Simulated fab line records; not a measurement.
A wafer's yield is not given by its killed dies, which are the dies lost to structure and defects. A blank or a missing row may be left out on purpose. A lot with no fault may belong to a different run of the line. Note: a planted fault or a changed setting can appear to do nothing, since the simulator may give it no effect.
Matching of chambers | flow sky130 | SKY_LI_CONTACT_CMP_24 on cmp-01 has 4 sister chambers
The step polishes, stops on PSG, t overpolish 20 s, target thk 0 nm. 4 wafers are shown with their chamber, then 7 later ones without.

== EACH WAFER AND ITS CHAMBER ==
wafer  | chamber | motorCurrentA (A)
L490.1 | 2       | 12.1
L490.3 | 0       | 13.1
L491.3 | 1       | 11.6
L491.4 | 3       | 11.7

== WAFERS WHOSE CHAMBER IS MISSING ==
wafer  | motorCurrentA (A)
L491.5 | 12.3
L498.2 | 11.2
L498.3 | 12.9
L498.6 | 11.7
L499.4 | 11.0
L499.5 | 11.8
L499.6 | 11.9

== EACH ONE'S CHAMBER ==
wafer  | from the rows above               | in truth
L491.5 | can't be placed: 2 or 3 or 1 or 0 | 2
L498.2 | can't be placed: 1 or 3 or 2      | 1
L498.3 | can't be placed: 0 or 2           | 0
L498.6 | can't be placed: 3 or 1 or 2      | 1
L499.4 | can't be placed: 1 or 3 or 2      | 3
L499.5 | can't be placed: 3 or 1 or 2      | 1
L499.6 | can't be placed: 2 or 3 or 1      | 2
Placed correctly: 0 of 7. Can't be placed from these rows: 7 (the true chamber is among the candidates in 7). 0 placed wrongly.
How it was worked out, from the rows above alone: a wafer's distance from a chamber is the root of the sum, over the readings, of the square of ((its reading less the chamber's mean) divided by the reading's scatter). If the next closest chamber is less than 2 further off than the closest, the wafer can't be placed; otherwise it belongs to the closest. A chamber's mean is the mean of its shown wafers. The scatter: root of mean squared gap, hidden wafer to nearest shown wafer, with one shown wafer a chamber.
